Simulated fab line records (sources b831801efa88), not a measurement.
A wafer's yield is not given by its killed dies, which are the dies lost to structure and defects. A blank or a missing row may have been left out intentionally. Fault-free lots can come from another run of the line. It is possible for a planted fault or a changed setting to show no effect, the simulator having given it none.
fab line records    flow sky130
record: lots: 6  wafers: 18  last_day: 50
route steps=708 shown LOCAL_INTERCONNECT@405 CONTACT@406
lots with no fault: from the same line, run without faults
start_h: start of the lot's first displayed wafer, in hours after the record's first day    wait_h: hours from the lot's prior step to this one    " the same as in the row above    L1.1+2: a row that stands for several wafers    - no value, or no start given    * or withheld: withheld    < > ~ a bound
route shown NAME@n: a module of which the file shows steps, and the number in the route of the first    usual: average and standard deviation across the fault-free wafers    same: alike in all rows    chamber/n: place in a boat    sites: readings site by site    _std_site: the values' standard deviation    _edge_site: mean of outer sites minus mean of inner sites    radius_mm: how far each site lies from the wafer's centre    mask NAME#n: copy n    behind: tool/chamber where the wafer was last shaped    hold: what put the lot on hold/how long, in hours/how the hold closed    device: which transistor (n, p or np) failed to switch    end of line: tests run on the same wafers once the route is complete    a step given without rows: its recipe and nothing more    killed: dies that structure and defects cost at the first sort, which is not the same as the wafer's yield    map: the dies of a wafer, with x for killed, . for not killed, _ for no die there
set.NAME: the setting the step ran with; set.NAME@STEP: the setting that earlier step ran with    model.NAME: the simulator's own value behind a step, which no gauge read
certain route steps with their lots: each step a table, each wafer a row
services: the hour from which a tool's chamber was out of use, counted from the record's first day as start_h (under 0 if before that day), plus the number of hours and why
== steps ==
step: SKY_LOCAL_INTERCONNECT_CLEAN_18
recipe: chemistry: O3/DIW  dry: n2_spin
step: SKY_CONTACT_CVD_00
recipe: material: Si3N4  target_thk_nm: 75  temp_c: 400  time_s: withheld  rf_w: 450
usual: heater_power_w: 720/90  rf_fwd_power_W: 444.5/2
lot.wafer  tool      chamber  start_h  wait_h  heater_power_w  rf_fwd_power_W
L691.1     pecvd-04  0        732.05   0.0     788             447.9
L691.2     "         1        "        "       777             444.8
L691.3     "         2        "        "       735             441.8
L694.2     pecvd-03  0        749.35   0.0     704             448.1
L694.4     "         2        "        "       590             443.9
L694.5     "         1        "        "       738             442.0
L699.1     pecvd-03  1        796.06   0.0     732             442.3
L699.2     "         2        "        "       634             444.3
L699.5     "         2        "        "       636             444.2
L700.1     pecvd-03  0        803.40   0.0     692             446.9
L700.2     "         1        "        "       760             444.3
L700.4     "         2        "        "       553             444.5
L701.1     pecvd-01  2        809.39   0.0     711             444.2
L701.2     "         0        "        "       821             441.8
L701.4     "         2        "        "       705             446.0
L711.1     pecvd-04  0        875.79   0.0     725             446.8
L711.3     "         2        "        "       741             441.2
L711.5     "         1        "        "       855             445.7
step: SKY_CONTACT_THK_MEAS_01
recipe: reads: Si3N4_of_CONTACT_CVD_00
usual: CONTACT_CVD_00_THK: 74.7/0.95
lot.wafer  tool           chamber  start_h  wait_h  CONTACT_CVD_00_THK[nm]
L691.1     film_metro-04  -        732.09   -       73.5
L691.2     "              -        "        "       73.8
L691.3     "              -        "        "       73.4
L694.2     film_metro-01  -        749.39   -       73.8
L694.4     "              -        "        "       75.3
L694.5     "              -        "        "       74.7
L699.1     film_metro-03  -        796.09   -       73.5
L699.2     "              -        "        "       73.5
L699.5     "              -        "        "       75.4
L700.1     film_metro-04  -        803.44   -       75.0
L700.2     "              -        "        "       75.1
L700.4     "              -        "        "       76.9
L701.1     film_metro-03  -        809.42   -       74.8
L701.2     "              -        "        "       72.9
L701.4     "              -        "        "       75.4
L711.1     film_metro-04  -        875.82   -       73.6
L711.3     "              -        "        "       74.0
L711.5     "              -        "        "       74.5
step: SKY_CONTACT_HDPCVD_02
recipe: material: SiO2  target_thk_nm: 565  sigma_open_frac: 0.3  time_s: 94.2  temp_c: 600  sih4_flow_sccm: 60  pressure_mtorr: 6
step: SKY_CONTACT_THK_MEAS_03
recipe: reads: SiO2_of_CONTACT_HDPCVD_02
usual: CONTACT_HDPCVD_THK: 564/6
lot.wafer  tool           chamber  start_h  wait_h  CONTACT_HDPCVD_THK[nm]
L691.1     film_metro-03  -        732.21   0.0     569
L691.2     "              -        "        "       570
L691.3     "              -        "        "       567
L694.2     film_metro-03  -        749.52   0.0     559
L694.4     "              -        "        "       563
L694.5     "              -        "        "       574
L699.1     film_metro-03  -        796.22   0.0     557
L699.2     "              -        "        "       557
L699.5     "              -        "        "       560
L700.1     film_metro-03  -        803.56   0.0     563
L700.2     "              -        "        "       565
L700.4     "              -        "        "       575
L701.1     film_metro-04  -        809.55   0.0     558
L701.2     "              -        "        "       566
L701.4     "              -        "        "       562
L711.1     film_metro-01  -        875.95   0.0     558
L711.3     "              -        "        "       559
L711.5     "              -        "        "       561
step: SKY_CONTACT_CMP_04
recipe: material: SiO2  down_force_psi: 4  platen_rpm: 60  pad_velocity_m_s: 0.94248
usual: motor_current_A: 12.2/1.2  retaining_ring_pressure_frac: 0.999/0.0051  time_to_endpoint_s: 83/3.6
lot.wafer  tool    chamber  start_h  wait_h  motor_current_A  retaining_ring_pressure_frac  time_to_endpoint_s
L691.1     cmp-01  1        732.27   0.1     13.9             0.999                         86
L691.3     "       2        "        "       11.9             1.002                         81
L691.2     "       0        "        "       13.9             1.006                         82
L694.2     cmp-01  0        749.62   0.1     13.7             0.999                         79
L694.4     "       2        "        "       11.8             0.995                         79
L694.5     "       3        "        "       11.3             0.991                         85
L699.2     cmp-01  3        796.38   0.1     11.2             0.997                         79
L699.1     "       0        "        "       12.6             0.996                         77
L699.5     "       1        "        "       13.8             0.995                         79
L700.2     cmp-01  3        803.62   0.0     11.3             0.993                         84
L700.1     "       0        "        "       13.0             1.004                         83
L700.4     "       1        "        "       13.0             1.003                         92
L701.1     cmp-02  0        809.61   0.1     11.8             0.998                         85
L701.4     "       1        "        "       11.3             0.995                         85
L701.2     "       3        "        "       13.9             1.002                         87
L711.3     cmp-02  2        876.01   0.0     10.9             0.996                         76
L711.1     "       1        "        "       10.7             1.004                         81
L711.5     "       3        "        "       14.4             0.992                         79
step: SKY_CONTACT_BOW_MEAS_05
recipe: mode: bow
usual: CONTACT_BOW: 84/7.8
lot.wafer  tool           chamber  start_h  wait_h  CONTACT_BOW[um]
L691.1     film_metro-01  -        732.57   0.2     78
L691.2     "              -        "        "       67
L691.3     "              -        "        "       85
L694.2     film_metro-03  -        749.89   0.2     93
L694.4     "              -        "        "       90
L694.5     "              -        "        "       100
L699.1     film_metro-03  -        796.58   0.1     98
L699.2     "              -        "        "       93
L699.5     "              -        "        "       91
L700.1     film_metro-03  -        803.92   0.2     82
L700.2     "              -        "        "       86
L700.4     "              -        "        "       74
L701.1     film_metro-03  -        809.91   0.2     84
L701.2     "              -        "        "       104
L701.4     "              -        "        "       92
L711.1     film_metro-03  -        876.31   0.1     84
L711.3     "              -        "        "       77
L711.5     "              -        "        "       88
step: SKY_CONTACT_DEHYDRATE_06
recipe: temp_c: 200  time_s: 60
step: SKY_CONTACT_HMDS_07
recipe: prime_time_s: 60  prime_temp_c: 120
step: SKY_CONTACT_COAT_08
recipe: resist: BARC  temp_c: withheld  time_s: withheld  spin_rpm: 3000  resist_thk_nm: 60
step: SKY_CONTACT_COAT_09
recipe: resist: KrF-thick  spin_rpm: 3000  resist_thk_nm: 450
step: SKY_CONTACT_SOFTBAKE_10
recipe: temp_c: 100  time_s: 90  resist: KrF-thick
step: SKY_CONTACT_EXPOSE_11
recipe: mask_id: CTM1  na: 0.8  source_shape: annular  sigma_inner: 0.55  sigma_outer: 0.85  target_cd_nm: 170  dose_mj: 38
usual: exposure_dose_mJ_cm2: 38.01/0.04  focus_offset_nm: 0.0/0.5  na: 0.8/0  stage_vel_mm_s: 499.97/0.27
lot.wafer  tool            chamber  start_h  wait_h  mask    exposure_dose_mJ_cm2  focus_offset_nm  na   stage_vel_mm_s
L691.1     krf_scanner-02  0        747.18   -       CTM1#0  38.01                 0.0              0.8  500.09
L691.2     "               0        "        "       CTM1#0  37.97                 0.1              0.8  500.23
L691.3     "               0        "        "       CTM1#0  38.01                 -0.6             0.8  499.83
L694.2     krf_scanner-02  0        763.23   -       CTM1#0  37.97                 -0.6             0.8  499.64
L694.4     "               0        "        "       CTM1#0  38.00                 -0.1             0.8  499.30
L694.5     "               0        "        "       CTM1#0  37.96                 0.0              0.8  499.52
L699.1     krf_scanner-02  -        809.43   -       CTM1#0  -                     -                -    -
L699.2     "               -        "        "       CTM1#0  -                     -                -    -
L699.5     "               -        "        "       CTM1#0  -                     -                -    -
L700.1     krf_scanner-02  -        817.23   -       CTM1#0  -                     -                -    -
L700.2     "               -        "        "       CTM1#0  -                     -                -    -
L700.4     "               -        "        "       CTM1#0  -                     -                -    -
L701.1     krf_scanner-02  0        823.31   -       CTM1#0  37.98                 0.9              0.8  499.75
L701.2     "               0        "        "       CTM1#0  37.95                 0.3              0.8  500.32
L701.4     "               0        "        "       CTM1#0  37.97                 0.7              0.8  500.02
L711.1     krf_scanner-02  0        889.40   -       CTM1#0  37.98                 -0.4             0.8  499.87
L711.3     "               0        "        "       CTM1#0  37.98                 -0.2             0.8  499.69
L711.5     "               0        "        "       CTM1#0  38.01                 -0.1             0.8  500.13
step: SKY_CONTACT_PEB_12
recipe: peb_temp_c: withheld  peb_time_s: withheld  resist: KrF-thick
== services ==
tool            chamber  start_h  hours  kind
pecvd-03        1        709.25   21.2   repair
cmp-01          -        725.83   4.1    repair
pecvd-04        2        738.78   4.6    scheduled_down
cmp-02          -        758.04   1.6    repair
cmp-02          -        761.58   4.0    pm
cmp-01          -        765.58   3.7    pm
cmp-02          -        765.58   -      consumable_replace:conditioner
cmp-02          -        765.58   -      consumable_replace:pad
krf_scanner-02  -        765.82   9.3    repair
pecvd-01        0        772.82   5.5    scheduled_down
pecvd-01        -        780.43   3.4    repair
krf_scanner-02  -        786.36   0.8    pm
pecvd-03        -        800.25   2.8    pm
pecvd-04        0        811.62   2.1    scheduled_down
pecvd-04        -        827.61   5.5    pm
pecvd-03        -        829.62   1.0    repair
krf_scanner-02  -        844.22   1.3    pm
cmp-02          -        856.66   0.4    repair
pecvd-04        1        863.62   5.5    scheduled_down
krf_scanner-02  -        865.96   1.0    pm
== key ==
first_sign: step: SKY_CONTACT_EXPOSE_11  reading: tool_record  direction: missing
effect none on later readings
met_at SKY_CONTACT_EXPOSE_11
struck_wafers L699.1,L699.2,L699.5,L700.1,L700.2,L700.4
later_rows_left_out L699.1,L699.2,L699.5,L700.1,L700.2,L700.4
sort_left_out L699.1,L699.2,L699.5,L700.1,L700.2,L700.4
tester_left_out L699,L700
onset_between 763.23 809.43
fault: kind: skipped_step_whole  tool: krf_scanner-02  chamber: -  onset_h: 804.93  steps: SKY_CONTACT_EXPOSE_11  scope: struck_lots_only
tester_left_out: of these lots the tester's yield and bins aren't shown, on N5 and GAA mostly nor the transistor test; their killed dies are dies lost to structure and defects alone, not to doping, threshold or leakage, so they don't give the yield
sort_left_out: the simulated sort isn't trusted on such a fault, so these wafers' sort isn't shown, and their yield isn't known
later_rows_left_out: the simulator's readings of these wafers behind a module that went badly wrong aren't trusted and aren't shown, but for the sort
